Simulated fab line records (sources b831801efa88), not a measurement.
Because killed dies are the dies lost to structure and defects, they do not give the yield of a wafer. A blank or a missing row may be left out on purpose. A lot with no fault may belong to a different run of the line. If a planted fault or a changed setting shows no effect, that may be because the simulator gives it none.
Which tool did it? || flow sky130 || 7 lots (21 wafers sampled), 1 step of a 708-step route

## WHAT THE GAUGES READ, wafer by wafer
SKY_METAL3_OVL_MEAS_14.
{"lot": "L739", "measured": "day 38 14:29", "on": "overlay-01", "METAL3_OVL (nm)": "-3 -4 -8"}
{"lot": "L743", "measured": "day 40 14:08", "on": "overlay-02", "METAL3_OVL (nm)": "5 3 -3"}
{"lot": "L745", "measured": "day 41 01:20", "on": "overlay-02", "METAL3_OVL (nm)": "9 9 4"}
{"lot": "L747", "measured": "day 41 20:08", "on": "overlay-02", "METAL3_OVL (nm)": "3 8 6"}
{"lot": "L750", "measured": "day 42 17:05", "on": "overlay-01", "METAL3_OVL (nm)": "4 6 11"}
{"lot": "L753", "measured": "day 43 00:17", "on": "overlay-02", "METAL3_OVL (nm)": "-14 -17 -8"}
{"lot": "L756", "measured": "day 43 19:55", "on": "overlay-01", "METAL3_OVL (nm)": "-4 -6 -1"}

## WHAT TOOL EACH LOT RAN ON (gives the tool, then ch and the chambers of the sampled wafers, and finally the start)
The record shows no process step preceding these readings.

## THE ANSWER, worked out from the rows above alone
Rule: the usual values come from the lots themselves. Put in order of their means at a reading, lots are off if they are a third of the lots or fewer, leave a main group of 4 or more, and stand apart from it by a gap of 3 or more times the standard deviation of the main group's means; of several such gaps the widest counts. If all means in a main group match to the digits the tables above print for the reading, that group is not used. A lot without any number at a reading at which 4 lots or more have one is off too. All remaining lots with rows at the step are treated as sound.
Across all readings shown, no lot is off: no conclusion can be drawn from this.

## WHAT HAD BEEN PUT IN BY THE SIMULATOR
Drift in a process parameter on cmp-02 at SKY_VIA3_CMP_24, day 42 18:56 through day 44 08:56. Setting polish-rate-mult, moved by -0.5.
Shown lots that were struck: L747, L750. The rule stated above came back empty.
